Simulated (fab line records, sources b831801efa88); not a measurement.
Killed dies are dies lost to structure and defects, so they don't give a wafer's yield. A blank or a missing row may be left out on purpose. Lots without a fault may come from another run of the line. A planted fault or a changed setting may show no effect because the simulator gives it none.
Chamber matching | flow gf180mcu | GF_V3_CVD_02 on pecvd-04: 3 sister chambers
The step deposits SiO2 from TEOS, target thk 850 nm, time 94.851 s. 3 wafers are shown with their chamber, then 10 later ones without.

WAFERS WITH THEIR CHAMBER
wafer  | chamber | heater_power_w (W)
L087.3 | 0       | 734
L088.2 | 1       | 525
L088.3 | 2       | 590

WAFERS WITHOUT THEIR CHAMBER
wafer  | heater_power_w (W)
L088.6 | 700
L089.1 | 586
L089.4 | 607
L089.5 | 612
L090.1 | 635
L090.5 | 655
L090.6 | 616
L091.2 | 785
L091.3 | 584
L091.4 | 609

WHICH CHAMBER EACH WENT THROUGH
wafer  | from the rows above          | in truth
L088.6 | 0                            | 0
L089.1 | can't be placed: 2 or 1      | 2
L089.4 | can't be placed: 2 or 1      | 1
L089.5 | can't be placed: 2 or 1      | 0
L090.1 | can't be placed: 2 or 0 or 1 | 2
L090.5 | can't be placed: 2 or 0 or 1 | 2
L090.6 | can't be placed: 2 or 1      | 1
L091.2 | 0                            | 0
L091.3 | can't be placed: 2 or 1      | 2
L091.4 | can't be placed: 2 or 1      | 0
Placed correctly: 2 of 10. Can't be placed from these rows: 8 (the true chamber is among the candidates in 6). Placed wrongly: 0.
How it was worked out, from the rows above alone: a wafer's distance from a chamber is the root of the sum, over the readings, of the square of ((its reading less the chamber's mean) divided by the reading's scatter). The wafer belongs to the nearest chamber; if the next one is less than 2 further off, it can't be placed. A chamber's mean is the mean of its shown wafers. The scatter: with one shown wafer a chamber, the root of the mean of the squares of how far each hidden wafer lies from its nearest shown one.
